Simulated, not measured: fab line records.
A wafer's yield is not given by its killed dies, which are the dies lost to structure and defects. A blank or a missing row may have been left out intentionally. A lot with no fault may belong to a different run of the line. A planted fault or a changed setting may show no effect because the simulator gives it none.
Split-lot study ; flow sfq-line ; route with 325 steps; 5 lots, 27 wafers read

== THE SPLIT ==
At SFQ_TRILAYER_M4_DEP_SPUTTER_091 (material Nb, target thk 200 nm, time 133.3 s), the setting time-s was moved away from the recipe's 133.3 s on 6 of the 27 wafers read, by -34.2% to +35.3%. For the rest of the wafers, this setting stayed at what the recipe calls for.

== FROM THE SPLIT TO THE READING: what the file shows between them, 3 steps ==
- SFQ_M4_RS_MEAS_924: measures by four-point-probe
- SFQ_TRILAYER_M4_LITHO_COAT_098: resist thk 62 nm
- SFQ_TRILAYER_M4_BARC_OPEN_METAL_ETCH_123: etches BARC in O2, target depth 125 nm, time 41.7 s

== THE READING ==
oes-product-au, in a.u., at SFQ_TRILAYER_M4_ETCH_METAL_ETCH_096 (etches Nb in Cl2/Ar, stops on SiO2, target depth 240 nm, time 125 s). Fault-free wafers of this fab line usually give 0.886 a.u., standard deviation 0.01 a.u.

wafer;tool, chamber at the split;time-s as run, s;against the recipe;oes-product-au, a.u.;against lot-mates on the recipe
L077.1;pvd-sputter-04, -;133.3;recipe;0.870;-
L077.2;pvd-sputter-04, -;133.3;recipe;0.891;-
L077.3;pvd-sputter-04, -;133.3;recipe;0.895;-
L077.4;pvd-sputter-04, -;133.3;recipe;0.865;-
L077.5;pvd-sputter-04, -;133.3;recipe;0.889;-
L077.6;pvd-sputter-04, -;133.3;recipe;0.899;-
L078.1;pvd-sputter-04, -;133.3;recipe;0.886;-
L078.2;pvd-sputter-04, -;133.3;recipe;0.864;-
L078.6;pvd-sputter-04, -;133.3;recipe;0.861;-
L079.1;pvd-sputter-04, -;133.3;recipe;0.868;-
L079.2;pvd-sputter-04, -;133.3;recipe;0.891;-
L079.3;pvd-sputter-04, -;133.3;recipe;0.890;-
L079.4;pvd-sputter-04, -;133.3;recipe;0.898;-
L079.5;pvd-sputter-04, -;133.3;recipe;0.890;-
L079.6;pvd-sputter-04, -;133.3;recipe;0.871;-
L083.1;pvd-sputter-04, -;180.4;+35.3%;1.005;+0.120
L083.2;pvd-sputter-04, -;133.3;recipe;0.872;-
L083.3;pvd-sputter-04, -;133.3;recipe;0.891;-
L083.4;pvd-sputter-04, -;180.4;+35.3%;0.989;+0.104
L083.5;pvd-sputter-04, -;180.4;+35.3%;0.999;+0.114
L083.6;pvd-sputter-04, -;133.3;recipe;0.892;-
L085.1;pvd-sputter-04, -;87.72;-34.2%;0.705;-0.189
L085.2;pvd-sputter-04, -;87.72;-34.2%;0.715;-0.179
L085.3;pvd-sputter-04, -;133.3;recipe;0.898;-
L085.4;pvd-sputter-04, -;133.3;recipe;0.895;-
L085.5;pvd-sputter-04, -;133.3;recipe;0.888;-
L085.6;pvd-sputter-04, -;87.72;-34.2%;0.704;-0.190

THE FIT
A straight line over all 27 wafers: oes-product-au changes by +0.00415 a.u. for each +1% of time-s; r = +0.97; the points scatter about the line by 0.019 a.u.
The same after taking each lot's own level away (the mean of its wafers on the recipe; 27 wafers): +0.00428 a.u. for each +1%; r = +0.97; scatter 0.02 a.u.
According to that fit, moving time-s by its largest amount changes the reading by 0.15 a.u.
Across the lots, their own levels run from 0.8703 to 0.8937 a.u., a range of 2.3 times the standard deviation given above.
The two slopes agree, so the slope changes little with the lot-to-lot level.
Check: +0.148 a.u. against its lot-mates is what the line predicts for one of the wafers moved furthest among these (+35.3%) when that wafer is left out of the fit. It came out at +0.12 a.u. against them.

== ADDITIONAL SPLITS CARRIED BY THESE WAFERS ==
Other splits were also applied to these wafers ahead of the reading. Each is held against what the fit with the lots' levels taken away leaves over:
other split on the same wafers;wafers away from the commonest value;r with oes-product-au (lot level and that fit taken away)
SFQ_TRILAYER_L0_BARC_OPEN_METAL_ETCH_010 time-s;9;+0.13
SFQ_TRILAYER_M0_ETCH_METAL_ETCH_024 time-s;6;-0.24
SFQ_TRILAYER_M1_ETCH_METAL_ETCH_042 time-s;6;+0.13
SFQ_TRILAYER_I1_VIA_BARC_OPEN_VIA_ETCH_071 time-s;12;-0.12
SFQ_TRILAYER_I2_DEP_PECVD_063 time-s;12;+0.04
SFQ_TRILAYER_I3_DEP_PECVD_081 time-s;12;-0.43

== THE WHOLE CHAIN: every reading that the file lists as answering this split, in the file's order ==
step;what it does;reading;change (the file's fit);r (the file's)
SFQ_TRILAYER_M4_DEP_SPUTTER_091;material Nb, target thk 200 nm, time 133.3 s;Nb_of_TRILAYER_M4_DEP_SPUTTER_091.thk-nm (the simulator's own value, which no gauge read);+2.08 nm for each +1% of the setting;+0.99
SFQ_M4_RS_MEAS_924;measures by four-point-probe;M4_NB_RS;-0.0107 for each +1% of the setting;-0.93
SFQ_TRILAYER_M4_ETCH_METAL_ETCH_096;etches Nb in Cl2/Ar, stops on SiO2, target depth 240 nm, time 125 s;oes-product-au;+0.00428 a.u. for each +1% of the setting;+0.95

== THE FILE'S OWN FIT ==
oes-product-au changes by +0.00428 a.u. for each +1% of time-s, r = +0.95.
